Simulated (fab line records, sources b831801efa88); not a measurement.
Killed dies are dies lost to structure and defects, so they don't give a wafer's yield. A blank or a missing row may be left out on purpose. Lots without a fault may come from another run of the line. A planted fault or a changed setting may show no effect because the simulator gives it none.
A struck lot beside a sound one | flow sky130 | 19 steps out of a route of 708
Sound: wafers L715.1, L715.5, L715.6. Struck: wafers L724.1, L724.2, L724.3. The cause comes at the end.
At each step with rows: each side's tool, then ch and its chambers, then its first start. Under that, the readings that differ: sound wafers | struck wafers | difference of the means | sigmas: that difference in standard deviations of wafers without a fault.
alike: readings whose means differ by less than 2 such deviations, and words and numbers that are the same on both sides. not compared: withheld readings, readings that some wafer has no value for, bounds like >300 that may hide the same value, and numbers for which the record gives no deviation and whose values overlap.
The two part at a step that has a row with sigmas, a row that says differs or no value, or rows on one side only. Numbers that don't overlap but have no deviation are shown without sigmas and don't part them. A reading that every wafer of one side lacks parts them only if that side has two wafers or more.

first, 4 steps without rows for these wafers: SKY_METAL2_STRIP_21 (strips in post etch residue remover, time 1200 s); SKY_METAL2_CLEAN_22 (cleans in IPA, time 180 s); SKY_METAL2_CLEAN_23 (cleans in O3/DIW); SKY_VIA2_HDPCVD_00 (deposits SiO2, target thk 1180 nm, time 196.7 s).
SKY_VIA2_THK_MEAS_01:
  sound on film_metro-04, day 36 00:25; struck on film_metro-01, day 39 10:45
  alike: VIA2_HDPCVD_THK
SKY_VIA2_CMP_02: polishes SiO2.
  sound on cmp-02 ch 2,3, day 36 00:31; struck on cmp-01 ch 0,2,3, day 39 10:49
  alike: head_pressure_psi, motor_current_A
SKY_VIA2_BOW_MEAS_03:
  sound on film_metro-01, day 36 00:46; struck on film_metro-01, day 39 11:07
  alike: VIA2_BOW
then, 5 steps without rows for these wafers: SKY_VIA2_DEHYDRATE_04 (time 60 s); SKY_VIA2_HMDS_05 (prime time 60 s); SKY_VIA2_COAT_06 (resist thk 60 nm); SKY_VIA2_COAT_07 (resist thk 450 nm); SKY_VIA2_SOFTBAKE_08 (time 90 s).
SKY_VIA2_EXPOSE_09: exposes mask VIM2, target cd 200 nm.
  sound on krf_scanner-01 ch 0, day 36 13:37; struck on krf_scanner-01 ch 0, day 39 23:50
  reading                      | sound                | struck            | difference | sigmas
  model.VIA2.overlay_x_nm (nm) | -5.742 -5.742 -5.742 | 30.76 30.76 30.76 | +36.50     |
  alike: mask
then, 2 steps without rows for these wafers: SKY_VIA2_PEB_10; SKY_VIA2_DEVELOP_11 (develop time 60 s).
SKY_VIA2_CD_MEAS_12: target cd 200 nm.
  sound on cd_sem-01, day 37 02:07; struck on cd_sem-02, day 40 11:22
  alike: cd_nm
SKY_VIA2_OVL_MEAS_13:
  sound on overlay-02, day 37 02:14; struck on overlay-02, day 40 11:29
  reading       | sound | struck   | difference | sigmas
  VIA2_OVL (nm) | 4 9 5 | 36 39 38 | +32        | +6
SKY_VIA2_ETCH_14: etches BARC in N2/H2, stops on SiO2, time 45.9 s, target depth 60 nm.
  sound on rie_diel-03 ch 1,3, day 37 02:16; struck on rie_diel-01 ch 1,2,3, day 40 11:31
  alike: drypump_motor_current_A, oes_product_au, throttle_valve_pct
  not compared: rf_hours_counter_h
-- the record jumps here: 9 days lie between the struck wafers' starts before and after (it left off in module VIA2 and takes up again in module PAD_OPEN, whose first step shown is number 708 of the route) --
SKY_PAD_OPEN_PROBE_99:
  the record has rows for the struck wafers here (prober-01, day 49 02:37) and none for the sound ones

WHERE THEY PART
First at SKY_VIA2_OVL_MEAS_13; last, within this record, at SKY_PAD_OPEN_PROBE_99.

WHY: what the simulator had put in
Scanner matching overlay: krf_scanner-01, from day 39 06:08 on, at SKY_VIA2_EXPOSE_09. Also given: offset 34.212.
